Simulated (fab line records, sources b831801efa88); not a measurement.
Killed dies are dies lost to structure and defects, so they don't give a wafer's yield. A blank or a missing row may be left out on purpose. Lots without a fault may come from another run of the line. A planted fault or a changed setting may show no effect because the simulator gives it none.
Which tool did it? | flow sky130 | 9 lots, 27 wafers sampled, at 6 steps of a route of 708

WHAT THE GAUGES READ, wafer by wafer
SKY_VIA2_THK_MEAS_01.
lot  | measured     | on            | VIA2_HDPCVD_THK (nm)
L632 | day 35 21:52 | film_metro-03 | 1205 1184 1196
L636 | day 36 23:19 | film_metro-03 | 1180 1186 1194
L646 | day 40 07:02 | film_metro-04 | 1187 1184 1176
L650 | day 41 07:28 | film_metro-01 | 1176 1157 1192
L651 | day 41 13:05 | film_metro-01 | 1179 1171 1167
L653 | day 41 21:49 | film_metro-01 | 1187 1187 1187
L654 | day 42 02:23 | film_metro-01 | 1163 1177 1181

WHICH TOOL RAN EACH LOT (tool, then ch and the chambers of the sampled wafers, then the start)
lot  | SKY_VIA1_CMP_24               | SKY_METAL2_SPUTTER_02        | SKY_METAL2_ETCH_18                | SKY_METAL2_METAL_ETCH_19          | SKY_METAL2_STRIP_20
L632 | cmp-02 ch 0,2,3, day 34 17:55 | pvd_sputter-04, day 34 18:07 | rie_metal-02 ch 0,1, day 35 20:54 | rie_metal-02 ch 0,1, day 35 20:58 | plasma_asher-02 ch 0,1, day 35 21:04
L636 | cmp-01 ch 1,2,3, day 35 19:38 | pvd_sputter-01, day 35 19:53 | rie_metal-02 ch 0,1, day 36 22:02 | rie_metal-02 ch 0,1, day 36 22:07 | plasma_asher-02 ch 0,1, day 36 22:12
L642 | cmp-01 ch 1,2,3, day 37 13:29 | pvd_sputter-02, day 37 13:50 | rie_metal-02 ch 0,1, day 38 15:39 | rie_metal-02 ch 0,1, day 38 15:43 | plasma_asher-02 ch 0,1, day 38 15:48
L643 | cmp-01 ch 0,1,2, day 38 05:45 | pvd_sputter-01, day 38 05:57 | rie_metal-02 ch 0, day 39 07:28   | rie_metal-02 ch 0, day 39 07:37   | plasma_asher-04 ch 0,1, day 39 07:46
L646 | cmp-02 ch 0,1,2, day 39 05:10 | pvd_sputter-02, day 39 05:31 | rie_metal-01 ch 0,1, day 40 06:05 | rie_metal-01 ch 0,1, day 40 06:10 | plasma_asher-03 ch 0,1, day 40 06:15
L650 | cmp-02 ch 0,1,2, day 40 05:21 | pvd_sputter-04, day 40 05:39 | rie_metal-04 ch 0,1, day 41 06:31 | rie_metal-04 ch 0,1, day 41 06:35 | plasma_asher-02 ch 0,1, day 41 06:41
L651 | cmp-01 ch 0,1,3, day 40 10:53 | pvd_sputter-01, day 40 11:07 | rie_metal-01 ch 0,1, day 41 12:09 | rie_metal-01 ch 0,1, day 41 12:13 | plasma_asher-03 ch 0,1, day 41 12:18
L653 | cmp-02 ch 1,3, day 40 20:29   | pvd_sputter-04, day 40 20:47 | rie_metal-01 ch 0,1, day 41 20:56 | rie_metal-01 ch 0,1, day 41 21:01 | plasma_asher-03 ch 0,1, day 41 21:06
L654 | cmp-02 ch 0,1,2, day 41 01:00 | pvd_sputter-04, day 41 01:15 | rie_metal-04 ch 0,1, day 42 01:31 | rie_metal-04 ch 0,1, day 42 01:35 | plasma_asher-03 ch 0,1, day 42 01:41
- SKY_VIA1_CMP_24: polishes, stops on SiO2, t overpolish 15 s, target thk 0 nm.
- SKY_METAL2_SPUTTER_02: material AlCu, target thk 250 nm, time 13.3 s.
- SKY_METAL2_ETCH_18: etches BARC in N2/H2, stops on SiO2, time 45.9 s, target depth 60 nm.
- SKY_METAL2_METAL_ETCH_19: etches the open film in Cl2/BCl3, stops on SiO2, target depth 360 nm, time 78 s.
- SKY_METAL2_STRIP_20: strips in O2/N2.

WHAT THE TOOLS THEMSELVES READ (means of the sampled wafers that have a number; where no wafer has one, the mark that the record gives instead)
SKY_VIA1_CMP_24.
lot  | tool   | motor_current_A (A) | overpolish_run_s (s) | time_to_endpoint_s (s)
L632 | cmp-02 | 13.3                | 15.004               | 65.0
L636 | cmp-01 | 11.5                | 15.000               | 64.7
L642 | cmp-01 | 11.5                | 14.996               | 67.7
L643 | cmp-01 | 11.7                | 15.008               | 66.1
L646 | cmp-02 | 13.1                | 15.007               | 69.6
L650 | cmp-02 | 12.8                | 14.991               | 66.5
L651 | cmp-01 | 11.0                | 15.002               | 61.5
L653 | cmp-02 | 13.2                | 14.997               | 64.8
L654 | cmp-02 | 13.1                | 14.994               | 63.4

SKY_METAL2_SPUTTER_02.
lot  | tool           | cathode_dc_power_W (W) | throttle_valve_pct (%)
L632 | pvd_sputter-04 | 10599                  | 30.4
L636 | pvd_sputter-01 | 10600                  | 29.5
L642 | pvd_sputter-02 | 10601                  | 29.0
L643 | pvd_sputter-01 | 10600                  | 28.9
L646 | pvd_sputter-02 | 10600                  | 29.4
L650 | pvd_sputter-04 | 10599                  | 30.7
L651 | pvd_sputter-01 | 10602                  | 28.7
L653 | pvd_sputter-04 | 10600                  | 30.6
L654 | pvd_sputter-04 | 10601                  | 30.3

SKY_METAL2_ETCH_18.
lot  | tool         | bias_w (W) | chamber_pressure_mTorr (mTorr) | drypump_motor_current_A (A) | oes_product_au (a.u.) | throttle_valve_pct (%)
L632 | rie_metal-02 | 100.1      | 30.004                         | 5.8                         | 0.855                 | 13.227
L636 | rie_metal-02 | 99.8       | 30.013                         | 5.8                         | 0.854                 | 13.223
L642 | rie_metal-02 | -          | -                              | -                           | -                     | -
L643 | rie_metal-02 | -          | -                              | -                           | -                     | -
L646 | rie_metal-01 | 99.8       | 30.015                         | 5.7                         | 0.856                 | 13.231
L650 | rie_metal-04 | 100.3      | 29.971                         | 6.1                         | 0.856                 | 13.226
L651 | rie_metal-01 | 100.3      | 29.991                         | 5.6                         | 0.854                 | 13.221
L653 | rie_metal-01 | 99.6       | 29.987                         | 5.7                         | 0.851                 | 13.232
L654 | rie_metal-04 | 99.9       | 30.005                         | 6.1                         | 0.856                 | 13.233

SKY_METAL2_METAL_ETCH_19.
lot  | tool         | bcl3_flow_sccm (sccm) | bias_w (W) | drypump_motor_current_A (A) | oes_product_au (a.u.) | throttle_valve_pct (%)
L632 | rie_metal-02 | 29.99                 | 48.43      | 5.8                         | 0.854                 | 22.265
L636 | rie_metal-02 | 30.03                 | 48.50      | 5.8                         | 0.848                 | 22.266
L642 | rie_metal-02 | 29.97                 | 48.48      | 5.7                         | 0.378                 | 22.262
L643 | rie_metal-02 | 29.89                 | 48.65      | 5.8                         | 0.381                 | 22.260
L646 | rie_metal-01 | 30.08                 | 48.51      | 5.7                         | 0.855                 | 22.269
L650 | rie_metal-04 | 29.97                 | 48.53      | 6.0                         | 0.856                 | 22.269
L651 | rie_metal-01 | 29.86                 | 48.49      | 5.7                         | 0.861                 | 22.262
L653 | rie_metal-01 | 30.04                 | 48.54      | 5.6                         | 0.856                 | 22.258
L654 | rie_metal-04 | 30.11                 | 48.35      | 6.1                         | 0.849                 | 22.259

SKY_METAL2_STRIP_20.
lot  | tool            | drypump_motor_current_A (A) | oes_product_au (a.u.) | strip_time_to_endpoint_s (s)
L632 | plasma_asher-02 | 5.4                         | 0.350                 | 2.76
L636 | plasma_asher-02 | 6.0                         | 0.346                 | 2.72
L642 | plasma_asher-02 | 6.0                         | 0.364                 | 3.17
L643 | plasma_asher-04 | 6.4                         | 0.363                 | 3.21
L646 | plasma_asher-03 | 6.2                         | 0.342                 | 2.70
L650 | plasma_asher-02 | 5.4                         | 0.342                 | 2.72
L651 | plasma_asher-03 | 6.2                         | 0.345                 | 2.72
L653 | plasma_asher-03 | 6.2                         | 0.341                 | 2.68
L654 | plasma_asher-03 | 6.2                         | 0.343                 | 2.70

THE ANSWER, worked out from the rows above alone
Rule: what is usual is taken from the lots themselves. Put in order of their means at a reading, lots are off if they are a third of the lots or fewer, leave a main group of 4 or more, and stand apart from it by a gap of 3 or more times the standard deviation of the main group's means; of several such gaps the widest counts. A main group whose means are all the same, to the digits that the tables above print for the reading, isn't used. A lot without any number at a reading at which 4 lots or more have one is off too. The other lots that the step has rows for count as sound. The gauges are gone through in route order, then the tools' own readings, and for those a lot's mean is taken as printed above. The first step at which some lot is off is used, and at that step the reading that is off furthest; a lot without a number counts as furthest.
Off: L642, L643, at SKY_METAL2_ETCH_18 (bias_w). Without a number there: L642, L643. The main group: mean 100.0 W, standard deviation 0.25.
A tool fits if, at that step or a process step before it, it ran every lot that is off, and no sound lot after the first of them. One fits: rie_metal-02 at SKY_METAL2_ETCH_18. Its last sound lot is L636 (day 36 22:02), its first lot that is off L642 (day 38 15:39): a fault that began between those two fits.
Blank at SKY_METAL2_ETCH_18 on the lots that are off, where sound lots have numbers: bias_w, chamber_pressure_mTorr, drypump_motor_current_A, oes_product_au, throttle_valve_pct.

WHAT THE SIMULATOR HAD PUT IN
Skipped step whole: rie_metal-02, from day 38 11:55 on, at SKY_METAL2_ETCH_18. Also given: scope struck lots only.
Lots struck among those shown: L642, L643. The rule above found the same.
